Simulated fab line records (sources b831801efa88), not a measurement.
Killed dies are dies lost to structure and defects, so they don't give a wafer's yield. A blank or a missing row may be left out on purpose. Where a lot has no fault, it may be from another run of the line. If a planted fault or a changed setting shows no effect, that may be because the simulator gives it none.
Matching of chambers -- flow sky130 -- pecvd-02 running SKY_PASSIVATION_CVD_02: 3 sister chambers
The step deposits Si3N4, target thk 540 nm. 22 wafers are shown with their chamber, then 11 later ones without.

== WAFERS, EACH WITH ITS CHAMBER ==
wafer,chamber,heater power w (W)
L079.1,0,819
L079.2,2,1150
L079.3,1,767
L079.4,0,849
L079.5,1,764
L079.6,2,1153
L082.1,0,752
L082.2,2,1022
L082.3,1,718
L087.3,2,1148
L087.5,0,928
L087.6,2,926
L088.1,2,1081
L088.3,1,769
L088.6,0,909
L090.3,2,1017
L090.5,0,752
L090.6,1,627
L091.1,2,1023
L091.2,1,780
L091.3,2,1114
L091.4,1,636

SIGNATURES (averages over the wafers above)
reading,chamber 0,chamber 1,chamber 2,scatter within a chamber
heater power w,834.83,723.00,1070.44,73.9
Rule: distance of a wafer from a chamber = root of the sum over the readings of ((wafer's reading minus chamber's mean) / reading's scatter) squared. If the next closest chamber is less than 2 further off than the closest, the wafer can't be placed; otherwise it belongs to the closest. The scatter is the square root of a quotient: the sum, over the shown wafers, of each reading's squared deviation from its chamber's mean, divided by wafers minus chambers.

== WAFERS WHOSE CHAMBER IS MISSING ==
wafer,heater power w (W)
L091.5,674
L091.6,1138
L093.2,984
L093.5,1046
L093.6,774
L094.1,1139
L094.4,767
L094.5,1162
L096.1,701
L096.5,1091
L096.6,721

== WHICH CHAMBER EACH ONE RAN IN ==
wafer,from the rows above,in truth
L091.5,can't be placed: 1 or 0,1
L091.6,2,2
L093.2,can't be placed: 2 or 0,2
L093.5,2,2
L093.6,can't be placed: 1 or 0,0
L094.1,2,2
L094.4,can't be placed: 1 or 0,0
L094.5,2,2
L096.1,can't be placed: 1 or 0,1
L096.5,2,2
L096.6,can't be placed: 1 or 0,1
Correctly placed: 5 of 11. These rows do not allow placing 6 (true chamber among the candidates in 6). Wrongly placed: 0.
